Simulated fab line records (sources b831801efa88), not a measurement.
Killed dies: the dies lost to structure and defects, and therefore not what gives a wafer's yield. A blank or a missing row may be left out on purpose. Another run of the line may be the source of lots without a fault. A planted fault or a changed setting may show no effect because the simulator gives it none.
Check of tool commonality	flow gf180mcu	Sample size 13 lots and 39 wafers

REASON FOR OPENING
GF_VT_IMPLANT_TW_MEAS_43, reading VT_IMPLANT_4_TW: flagged on 3 of 13 lots. Fault-free wafers read 696, with a standard deviation of 3.9.
Rule: a lot gets a flag if all its wafers with a number sit over 4 standard deviations from that mean, or if no wafer of it has a number. The other lots count as sound.

lot	measured	on	VT_IMPLANT_4_TW, wafer by wafer	flag
L949	day 7 13:04	film_metro-01	688 687 692	
L951	day 8 02:07	film_metro-02	695 689 690	
L952	day 8 10:14	film_metro-01	694 697 692	
L953	day 8 17:09	film_metro-04	697 700 702	
L955	day 9 06:02	film_metro-02	697 692 693	
L956	day 9 12:58	film_metro-04	700 701 700	
L957	day 9 21:13	film_metro-02	700 696 697	
L963	day 11 17:39	film_metro-04	874 870 869	FLAGGED
L964	day 12 01:53	film_metro-04	872 867 873	FLAGGED
L965	day 12 03:47	film_metro-02	865 870 873	FLAGGED
L967	day 12 19:08	film_metro-02	701 697 696	
L970	day 13 17:52	film_metro-02	696 693 696	
L971	day 13 17:59	film_metro-01	694 697 697	
The numbers of the flagged lots are 870 on average: +174 against the usual, or +45 standard deviations.

WHICH TOOL EACH LOT WENT THROUGH
The record holds 3 process steps before the reading, out of a route of 602 steps. Read each cell as the tool, then ch plus the chambers that the sampled wafers visited, then the start.
lot	flag	GF_VT_IMPLANT_STRIP_20	GF_VT_IMPLANT_STRIP_31	GF_VT_IMPLANT_IMPLANT_41
L949		plasma_asher-01 ch 0,1, day 6 05:42	plasma_asher-01 ch 0,1, day 6 21:00	implanter-02 ch 0, day 7 12:49
L951		plasma_asher-02 ch 0,1, day 6 18:08	plasma_asher-02 ch 0,1, day 7 10:12	implanter-02 ch 0, day 8 01:52
L952		plasma_asher-01 ch 0,1, day 7 02:03	plasma_asher-02 ch 0,1, day 7 17:41	implanter-02 ch 0, day 8 10:01
L953		plasma_asher-01 ch 0,1, day 7 08:29	plasma_asher-04 ch 0,1, day 8 00:17	implanter-02 ch 0, day 8 16:54
L955		plasma_asher-04 ch 0,1, day 7 20:36	plasma_asher-01 ch 0,1, day 8 12:54	implanter-02 ch 0, day 9 05:49
L956		plasma_asher-01 ch 0,1, day 8 03:35	plasma_asher-04 ch 0,1, day 8 20:09	implanter-02 ch 0, day 9 12:46
L957		plasma_asher-02 ch 0,1, day 8 11:58	plasma_asher-04 ch 0,1, day 9 04:13	implanter-04 ch 0, day 9 20:58
L963	FLAGGED	plasma_asher-02 ch 0,1, day 10 05:06	plasma_asher-02 ch 0,1, day 10 22:50	implanter-04 ch 0, day 11 17:07
L964	FLAGGED	plasma_asher-04 ch 0,1, day 10 12:08	plasma_asher-04 ch 1, day 11 06:19	implanter-01 ch 0, day 12 01:17
L965	FLAGGED	plasma_asher-02 ch 0,1, day 10 13:43	plasma_asher-02 ch 0,1, day 11 08:49	implanter-04 ch 0, day 12 03:13
L967		plasma_asher-02 ch 0,1, day 11 04:23	plasma_asher-01 ch 0,1, day 11 23:47	implanter-02 ch 0, day 12 18:53
L970		plasma_asher-04 ch 0,1, day 12 01:07	plasma_asher-02 ch 0,1, day 12 20:53	implanter-02 ch 0, day 13 17:37
L971		plasma_asher-02 ch 0,1, day 12 01:21	plasma_asher-01 ch 0,1, day 12 20:57	implanter-01 ch 0, day 13 17:44
What these steps do:
- GF_VT_IMPLANT_STRIP_20: strips in O2/N2.
- GF_VT_IMPLANT_STRIP_31: strips in O2/N2.
- GF_VT_IMPLANT_IMPLANT_41
- GF_VT_IMPLANT_TW_MEAS_43

FLAGGED AGAINST TOTAL, ONE TOOL AT A TIME (gauges that did the reading follow at the end)
step	tool	lots run	flagged	share of the flagged lots	sound lots run after its first flagged lot
GF_VT_IMPLANT_STRIP_20	plasma_asher-01	4	0	none	-
GF_VT_IMPLANT_STRIP_20	plasma_asher-02	6	2	some	2 (L967,L971)
GF_VT_IMPLANT_STRIP_20	plasma_asher-04	3	1	some	1 (L970)
GF_VT_IMPLANT_STRIP_31	plasma_asher-01	4	0	none	-
GF_VT_IMPLANT_STRIP_31	plasma_asher-02	5	2	some	1 (L970)
GF_VT_IMPLANT_STRIP_31	plasma_asher-04	4	1	some	0
GF_VT_IMPLANT_IMPLANT_41	implanter-01	2	1	some	1 (L971)
GF_VT_IMPLANT_IMPLANT_41	implanter-02	8	0	none	-
GF_VT_IMPLANT_IMPLANT_41	implanter-04	3	2	some	0
GF_VT_IMPLANT_TW_MEAS_43	film_metro-01	3	0	none	-
GF_VT_IMPLANT_TW_MEAS_43	film_metro-02	6	1	some	2 (L967,L970)
GF_VT_IMPLANT_TW_MEAS_43	film_metro-04	4	2	some	0

WHAT IS ALLOWED BY THE TABLE
No row of the table ran every flagged lot.

WHAT WAS PUT IN BY THE SIMULATOR
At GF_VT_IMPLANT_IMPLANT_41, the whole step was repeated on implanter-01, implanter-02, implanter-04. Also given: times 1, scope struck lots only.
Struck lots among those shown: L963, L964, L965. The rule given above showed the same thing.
